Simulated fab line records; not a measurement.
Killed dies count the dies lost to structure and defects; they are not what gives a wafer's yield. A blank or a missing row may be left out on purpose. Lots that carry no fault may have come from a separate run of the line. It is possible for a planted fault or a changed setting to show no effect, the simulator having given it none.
Comparing a struck lot with a sound one    flow sky130    16 out of 708 route steps
Sound: the wafers L933.2, L933.4, L933.5. Wafers struck: L941.1, L941.2, L941.6. At the end, the cause is stated.
At each step with rows: each side's tool, then ch and its chambers, then its first start. Under that, the readings that differ: sound wafers    struck wafers    difference of the means    sigmas: that difference in standard deviations of wafers without a fault.
alike: a reading whose means differ by less than 2 such deviations, as well as words and numbers matching on both sides. not compared: withheld readings; readings where some wafer has no value; bounds like >300 that might hide an equal value; numbers whose values overlap and for which the record gives no deviation.
Wherever a step has rows on one side only, a row that says differs or no value, or a row with sigmas, the two part there. Non-overlapping numbers with no deviation appear without sigmas and do not part them. Lack of a reading on every wafer of one side parts them only where that side has two or more wafers.

first, 2 steps without rows for these wafers: SKY_NWELL_IMPLANT_12; SKY_NWELL_IMPLANT_13.
SKY_NWELL_STRIP_14: strips in O2/N2.
  sound on plasma_asher-03 ch 0, day 5 03:58; struck on plasma_asher-01 ch 0,1, day 8 08:10
  alike: drypump_motor_current_A, oes_product_au, strip_time_to_endpoint_s
  not compared: rf_hours_counter_h
SKY_NWELL_TW_MEAS_15:
  struck on film_metro-01, day 8 08:16; sound on film_metro-04, day 5 04:04
  alike: NWELL_TW
then, 7 steps without rows for these wafers: SKY_NWELL_DEHYDRATE_16 (time 60 s); SKY_NWELL_HMDS_17 (prime time 60 s); SKY_NWELL_COAT_18 (resist thk 3000 nm); SKY_NWELL_SOFTBAKE_19; SKY_NWELL_EXPOSE_20 (exposes mask NWM COMPLEMENT, target cd 840 nm); SKY_NWELL_PEB_21; SKY_NWELL_DEVELOP_22 (develop time 60 s).
SKY_NWELL_OVL_MEAS_23:
  struck on overlay-01, day 9 05:17; sound on overlay-02, day 5 21:35
  alike: NWELL_01_OVL
SKY_NWELL_IMPLANT_24:
  sound on implanter-03 ch 0, day 5 21:39; struck on implanter-04 ch 0, day 9 05:19
reading             sound                          struck                        difference  sigmas
dose_ions_cm2       9.211e+12 9.204e+12 9.195e+12  6.823e+12 6.818e+12 6.81e+12  -2.386e+12  -99 or more
faraday_current_uA  51.3 51.8 53.1                 37.0 38.2 38.3                -14.2       -14
  alike: beam_on_s
SKY_NWELL_STRIP_25: strips in O2/N2.
  sound on plasma_asher-01 ch 0,1, day 5 21:46; struck on plasma_asher-03 ch 0,1, day 9 05:28
  alike: drypump_motor_current_A, oes_product_au, strip_time_to_endpoint_s
  not compared: rf_hours_counter_h
SKY_NWELL_TW_MEAS_26:
  struck on film_metro-04, day 9 05:48; sound on film_metro-02, day 5 21:53
reading     sound        struck       difference  sigmas
NWELL_2_TW  500 501 499  452 450 452  -49         -14
  not compared: hold
-- the record jumps here: 41 days lie between the struck wafers' starts before and after (it left off in module NWELL and takes up again in module PAD_OPEN, whose first step shown is number 708 of the route) --
SKY_PAD_OPEN_PROBE_99:
  struck on prober-01, day 49 19:35; sound on prober-01, day 46 16:57
reading                                     sound                          struck                         difference  sigmas
model.etest.pfet_16v.r_on_ohm_um            1.555e+04 1.553e+04 1.543e+04  1.799e+04 1.745e+04 1.768e+04  +2.203e+03  
model.etest.res_iso_pwell.rs_ohm_sq         3200 3186 3186                 4120 3878 3972                 +799        
model.etest.res_pwell_under_gate.rs_ohm_sq  2276 2297 2288                 2801 2796 2789                 +508        
model.etest.res_iso_pwell.line_ohm_um       1208 1198 1224                 1567 1494 1529                 +320        
model.etest.pfet_16v.drive_ua_um            240.1 241.4 242.3              203.5 209.4 204.7              -35.4       
model.etest.tip_n_5v.rs_ohm_sq              1379 1375 1379                 1343 1352 1343                 -32         
model.etest.res_nwell.width_nm (nm)         844.4 836.1 835.2              863 857.6 856.7                +21         
model.etest.res_iso_pwell.width_nm (nm)     2652 2650 2652                 2620 2623 2624                 -29         
  alike: killed_at_M0_to_M3, killed_at_M4_up, killed_at_contacts, killed_at_front_end, killed_at_other, killed_dies, killed_on_rim, killed_open, killed_short

## WHERE THEY PART
Earliest at SKY_NWELL_IMPLANT_24; latest, in this record, at SKY_NWELL_TW_MEAS_26. Later steps at which nothing parts them and some readings are alike: SKY_PAD_OPEN_PROBE_99.

WHY: whatever the simulator had introduced
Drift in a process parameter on implanter-04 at SKY_NWELL_IMPLANT_24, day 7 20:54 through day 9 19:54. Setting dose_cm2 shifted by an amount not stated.
